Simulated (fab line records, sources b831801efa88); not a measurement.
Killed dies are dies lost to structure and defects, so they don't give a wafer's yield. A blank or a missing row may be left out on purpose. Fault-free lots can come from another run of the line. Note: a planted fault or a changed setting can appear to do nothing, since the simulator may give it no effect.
Which tool did it? | flow gf180mcu | 12 lots with 36 wafers sampled at 3 steps, on a route of 602 steps

WHAT THE GAUGES SHOWED, per wafer
GF_PSD_OVL_MEAS_08.
lot  | measured     | on         | PSD_OVL (nm)
L704 | day 14 04:55 | overlay-01 | 2.1 1.7 0.4
L705 | day 14 11:20 | overlay-01 | -0.6 -0.5 1.3
L707 | day 15 05:20 | overlay-01 | -1.1 -1.7 -0.4
L709 | day 16 05:20 | overlay-01 | -1.6 0.1 -0.9
L713 | day 17 18:46 | overlay-01 | 0.8 3.8 0.6
L716 | day 18 17:32 | overlay-01 | 0.4 0.7 0.4
L717 | day 19 00:59 | overlay-01 | -2.2 -1.0 1.2
L718 | day 19 01:35 | overlay-01 | 200.0 199.0 203.0
L719 | day 19 17:23 | overlay-01 | 200.8 202.0 202.6
L720 | day 19 23:02 | overlay-02 | 201.1 202.7 200.3
L721 | day 20 08:37 | overlay-02 | 196.2 198.2 198.6
L727 | day 22 07:49 | overlay-01 | 2.0 0.5 0.4

TOOL THAT RAN EACH LOT (tool first, then ch and the chambers of the sampled wafers, then the start)
lot  | GF_HV_LDD_STRIP_37                   | GF_PSD_EXPOSE_04
L704 | plasma asher-02 ch 0,1, day 11 14:29 | iline stepper-01 ch 0, day 13 18:43
L705 | plasma asher-02 ch 0,1, day 11 20:43 | iline stepper-01 ch 0, day 14 00:41
L707 | plasma asher-04 ch 0,1, day 12 13:28 | iline stepper-02 ch 0, day 14 18:05
L709 | plasma asher-02 ch 0, day 13 10:32   | iline stepper-01 ch 0, day 15 17:43
L713 | plasma asher-02 ch 0,1, day 14 19:32 | iline stepper-01 ch 0, day 17 07:28
L716 | plasma asher-04 ch 0,1, day 15 15:34 | iline stepper-01 ch 0, day 18 05:46
L717 | plasma asher-03 ch 0,1, day 16 00:40 | iline stepper-01 ch 0, day 18 13:04
L718 | plasma asher-02 ch 0,1, day 16 01:07 | iline stepper-01 ch 0, day 18 13:37
L719 | plasma asher-03 ch 0,1, day 16 14:53 | iline stepper-01 ch 0, day 19 05:10
L720 | plasma asher-03 ch 0,1, day 16 19:20 | iline stepper-01 ch 0, day 19 10:50
L721 | plasma asher-03 ch 0,1, day 17 06:44 | iline stepper-01 ch 0, day 19 21:07
L727 | plasma asher-03 ch 0, day 19 04:05   | iline stepper-02 ch 0, day 21 20:02
- GF_HV_LDD_STRIP_37: strips in O2/N2.
- GF_PSD_EXPOSE_04: exposes mask Pplus, target cd 400 nm.

WHAT THE TOOLS THEMSELVES READ (means of the sampled wafers that have a number; where no wafer has one, the mark that the record gives instead)
GF_HV_LDD_STRIP_37.
lot  | tool            | drypump motor current A (A) | heater power w (W) | oes product au (a.u.) | strip time to endpoint s (s)
L704 | plasma asher-02 | 5.3                         | 361                | 0.716                 | 12.68
L705 | plasma asher-02 | 5.4                         | 360                | 0.716                 | 12.62
L707 | plasma asher-04 | 6.2                         | 370                | 0.712                 | 12.60
L709 | plasma asher-02 | 5.5                         | 369                | 0.717                 | 12.61
L713 | plasma asher-02 | 5.3                         | 360                | 0.715                 | 12.64
L716 | plasma asher-04 | 6.2                         | 373                | 0.717                 | 12.62
L717 | plasma asher-03 | 5.6                         | 322                | 0.712                 | 12.62
L718 | plasma asher-02 | 5.4                         | 360                | 0.719                 | 12.64
L719 | plasma asher-03 | 5.6                         | 321                | 0.720                 | 12.64
L720 | plasma asher-03 | 5.5                         | 340                | 0.716                 | 12.56
L721 | plasma asher-03 | 5.5                         | 340                | 0.719                 | 12.65
L727 | plasma asher-03 | 5.4                         | 355                | 0.715                 | 12.67

GF_PSD_EXPOSE_04.
lot  | tool             | reticle temp C (C)
L704 | iline stepper-01 | 23.12
L705 | iline stepper-01 | 23.16
L707 | iline stepper-02 | 22.93
L709 | iline stepper-01 | 23.01
L713 | iline stepper-01 | 23.05
L716 | iline stepper-01 | 23.07
L717 | iline stepper-01 | 23.02
L718 | iline stepper-01 | 22.95
L719 | iline stepper-01 | 23.00
L720 | iline stepper-01 | 23.00
L721 | iline stepper-01 | 22.96
L727 | iline stepper-02 | 22.96

THE ANSWER, worked out from the rows above alone
Rule: the lots themselves supply what counts as usual. The widest of any qualifying gaps counts: lots, ordered by their means at a reading, are off when they make up no more than a third of the lots, leave a main group of 4 or more, and stand apart from it by 3 or more times the standard deviation of that group's means. If all means in a main group match to the digits the tables above print for the reading, that group is not used. Also off: a lot with no number at a reading for which 4 or more lots have one. The other lots that the step has rows for count as sound. Order of review: gauges by route order, followed by the tools' own readings, for which a lot's mean as printed above is used. At the first step where some lot is off, the reading lying furthest off is the one used; lots without a number count as furthest.
Off: L718, L719, L720, L721, at GF_PSD_OVL_MEAS_08 (PSD_OVL). The main group has a mean of 0.3 nm with a standard deviation of 0.99.
A tool fits if, at a process step before that reading, it ran every lot that is off, and no sound lot after the first of them. The gauges at GF_PSD_OVL_MEAS_08 are tried like those tools. One fits: iline stepper-01 at GF_PSD_EXPOSE_04. A fault onset in the window from L717 (day 18 13:04, its last sound lot) to L718 (day 18 13:37, its first lot off) fits.

WHAT WAS PUT IN BY THE SIMULATOR
Scanner matching overlay: iline stepper-01, from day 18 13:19 on, at GF_PSD_EXPOSE_04. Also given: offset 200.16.
Lots struck among those shown: L718, L719, L720, L721. The same result came from the rule above.
